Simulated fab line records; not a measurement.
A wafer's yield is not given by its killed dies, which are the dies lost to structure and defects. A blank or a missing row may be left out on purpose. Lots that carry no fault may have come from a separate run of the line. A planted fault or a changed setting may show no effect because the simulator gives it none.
Struck lot and sound lot, side by side ; flow sky130 ; 16 steps out of a route of 708
Sound: these wafers, L107.2, L107.4, L107.5. Struck: wafers L104.1, L104.6 (left out: L104.5, a lot-mate that was not struck); the cause follows at the end.
Order at every step that has rows: each side's tool, ch and its chambers, its first start. Under that, the readings that differ: sound wafers ; struck wafers ; difference of the means ; sigmas: that difference in standard deviations of wafers without a fault.
alike: readings with means less than 2 such deviations apart, plus words and numbers identical on both sides. not compared: withheld readings, readings lacking a value on some wafer, bounds such as >300 that could conceal the same value, and numbers that have no deviation in the record and whose values overlap.
The two part at a step that has a row with sigmas, a row that says differs or no value, or rows on one side only. Numbers that have no deviation but don't overlap get no sigmas and don't part them. A reading that every wafer of one side lacks parts them only if that side has two wafers or more.

first, 8 steps without rows for these wafers: SKY_METAL1_DEHYDRATE_07 (time 60 s); SKY_METAL1_HMDS_08 (prime time 60 s); SKY_METAL1_COAT_09 (resist thk 60 nm); SKY_METAL1_COAT_10 (resist thk 450 nm); SKY_METAL1_SOFTBAKE_11 (time 90 s); SKY_METAL1_EXPOSE_12 (exposes mask MM1, target cd 140 nm); SKY_METAL1_PEB_13; SKY_METAL1_DEVELOP_14 (develop time 60 s).
SKY_METAL1_CD_MEAS_15 targets a cd of 140 nm.
  struck on cd-sem-01, day 37 11:40; sound on cd-sem-02, day 38 06:51
  alike: cd-nm
SKY_METAL1_OVL_MEAS_16:
  struck on overlay-02, day 37 11:47; sound on overlay-02, day 38 06:58
  alike: METAL1_OVL
SKY_METAL1_DESCUM_17: chemistry O2, time 8 s.
  sound on rie-metal-01 ch 0, day 38 06:59; struck on rie-metal-03 ch 0, day 37 11:49
reading;sound;struck;difference;sigmas
oes-product-au (a.u.);1.028 1.032 1.022;0.997 0.995;-0.031;-3
  alike: drypump-motor-current-A
  not compared: rf-hours-counter-h
SKY_METAL1_ETCH_18: etches BARC in N2/H2, stops on SiO2, time 45.9 s, target depth 60 nm.
  sound on rie-metal-01 ch 0, day 38 07:01; struck on rie-metal-03 ch 0, day 37 11:51
  alike: bias-w, drypump-motor-current-A, oes-product-au, throttle-valve-pct
  not compared: rf-hours-counter-h
SKY_METAL1_METAL_ETCH_19: etches the open film in Cl2/BCl3, stops on SiO2, target depth 360 nm, time 78 s.
  sound on rie-metal-01 ch 0, day 38 07:05; struck on rie-metal-03 ch 0, day 37 11:55
reading;sound;struck;difference;sigmas
bias-w (W);48.57 48.69 48.71;42.13 42.32;-6.43;-49
model.KrF-thick_of_METAL1_COAT_10.thk-nm (nm);146.9 148 146.9;171.1 171.6;+24.1;
  alike: drypump-motor-current-A, oes-product-au, throttle-valve-pct
  not compared: rf-hours-counter-h
SKY_METAL1_STRIP_20: strips in O2/N2.
  sound on plasma-asher-01 ch 1, day 38 07:10; struck on plasma-asher-03 ch 1, day 37 12:01
reading;sound;struck;difference;sigmas
oes-product-au (a.u.);0.337 0.341 0.333;0.351 0.358;+0.017;+3
strip-time-to-endpoint-s (s);2.55 2.60 2.58;2.83 2.85;+0.26;+6
  alike: drypump-motor-current-A
  not compared: rf-hours-counter-h
then, 1 step without rows for these wafers: SKY_METAL1_STRIP_21 (strips in post etch residue remover, time 1200 s).
-- the record jumps here: 12 days lie between the struck wafers' starts before and after (it left off in module METAL1 and takes up again in module PAD_OPEN, whose first step shown is number 708 of the route) --
SKY_PAD_OPEN_PROBE_99:
  struck on prober-01, day 49 09:22; sound on prober-02, day 50 02:37
  alike: defect-limited-yield, killed_at_M0_to_M3, killed_at_M4_up, killed-at-contacts, killed-at-front-end, killed-at-other, killed-dies, killed-open, killed-short, sort_bin_3_pad_short, sort_bin_5_function, sort_bin_6_memory, sort-n-pass, sort-yield-pct

WHERE THEY PART
First at SKY_METAL1_DESCUM_17; last, within this record, at SKY_METAL1_STRIP_20. Later steps at which nothing parts them and some readings are alike: SKY_PAD_OPEN_PROBE_99.

WHY: what had been put in by the simulator
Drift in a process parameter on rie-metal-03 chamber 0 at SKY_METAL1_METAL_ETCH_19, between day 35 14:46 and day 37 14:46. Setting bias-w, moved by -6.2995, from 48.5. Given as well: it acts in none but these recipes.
